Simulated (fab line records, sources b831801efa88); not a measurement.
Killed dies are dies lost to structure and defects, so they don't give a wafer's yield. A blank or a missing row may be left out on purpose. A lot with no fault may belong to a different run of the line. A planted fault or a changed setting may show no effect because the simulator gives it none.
A lot that was struck, set against a sound lot -- flow sky130 -- 21 steps out of a route of 708
Sound: wafers L705.2, L705.3, L705.4. Wafers struck: L710.2, L710.3, L710.5. The cause is named last.
For every step that has rows: the tool of each side, followed by ch and its chambers, followed by its first start. Under that, the readings that differ: sound wafers -- struck wafers -- difference of the means -- sigmas: that difference in standard deviations of wafers without a fault.
alike: readings with means less than 2 such deviations apart, plus words and numbers identical on both sides. not compared: withheld readings, readings lacking a value on some wafer, bounds such as >300 that could conceal the same value, and numbers that have no deviation in the record and whose values overlap.
A row with sigmas, a row that says differs or no value, or rows on one side alone: a step with any of these is where the two part. When numbers do not overlap yet have no deviation, they are printed without sigmas and do not part them. A reading missing from all wafers of one side parts the sides only when that side holds two or more wafers.

first, 6 steps without rows for these wafers: SKY_DNWELL_COAT_02 (resist thk 3000 nm); SKY_DNWELL_SOFTBAKE_03; SKY_DNWELL_EXPOSE_04 (exposes mask DNM, target cd 3000 nm); SKY_DNWELL_PEB_05; SKY_DNWELL_DEVELOP_06 (develop time 60 s); SKY_DNWELL_IMPLANT_07.
SKY_DNWELL_STRIP_08: strips in O2/N2.
  sound on plasmaAsher-03 ch 0,1, day 3 13:25; struck on plasmaAsher-03 ch 0, day 5 04:37
  alike: drypumpMotorCurrentA, oesProductAu, stripTimeToEndpointS
  not compared: rfHoursCounterH
SKY_DNWELL_TW_MEAS_09:
  sound on filmMetro-02, day 3 13:32; struck on filmMetro-01, day 5 04:43
  alike: DNWELL_TW
then, 4 steps without rows for these wafers: SKY_PWDE_DEHYDRATE_00 (time 60 s); SKY_PWDE_HMDS_01 (prime time 60 s); SKY_PWDE_COAT_02 (resist thk 3000 nm); SKY_PWDE_SOFTBAKE_03.
SKY_PWDE_EXPOSE_04: exposes mask PWDEM, target cd 840 nm.
  sound on ilineStepper-01 ch 0, day 3 21:27; struck on ilineStepper-02 ch 0, day 5 13:33
reading,sound,struck,difference,sigmas
mask,PWDEM#0 PWDEM#0 PWDEM#0,DNM#0 DNM#0 DNM#0,differs,
  alike: focusOffsetNm, stageVelMmS
then, 2 steps without rows for these wafers: SKY_PWDE_PEB_05; SKY_PWDE_DEVELOP_06 (develop time 60 s).
SKY_PWDE_OVL_MEAS_07:
  sound on overlay-02, day 4 05:07; struck on overlay-02, day 5 22:25
reading,sound,struck,difference,sigmas
PWDE_OVL (nm),0.2 0.8 -0.1,- - -,no value on the struck wafers,
then, 1 step without rows for these wafers: SKY_PWDE_IMPLANT_08.
SKY_PWDE_STRIP_09: strips in O2/N2.
  sound on plasmaAsher-01 ch 0,1, day 4 05:18; struck on plasmaAsher-01 ch 0,1, day 5 22:36
  alike: drypumpMotorCurrentA, oesProductAu, stripTimeToEndpointS
  not compared: rfHoursCounterH
SKY_PWDE_TW_MEAS_10:
  sound on filmMetro-04, day 4 05:25; struck on filmMetro-04, day 5 22:43
reading,sound,struck,difference,sigmas
PWDE_TW,375 374 374,30 30 30,-344,-99 or more
then, 1 step without rows for these wafers: SKY_NWELL_DEHYDRATE_03 (time 60 s).
-- the record jumps here: 42 days lie between the struck wafers' starts before and after (it left off in module NWELL and takes up again in module PAD_OPEN, whose first step shown is number 708 of the route) --
SKY_PAD_OPEN_PROBE_99:
  record: rows for the struck wafers here (prober-02, day 48 00:31), none for the sound ones

## WHERE THEY PART
Last at SKY_PAD_OPEN_PROBE_99 as far as this record goes, first at SKY_PWDE_EXPOSE_04.

WHY: what had been put in by the simulator
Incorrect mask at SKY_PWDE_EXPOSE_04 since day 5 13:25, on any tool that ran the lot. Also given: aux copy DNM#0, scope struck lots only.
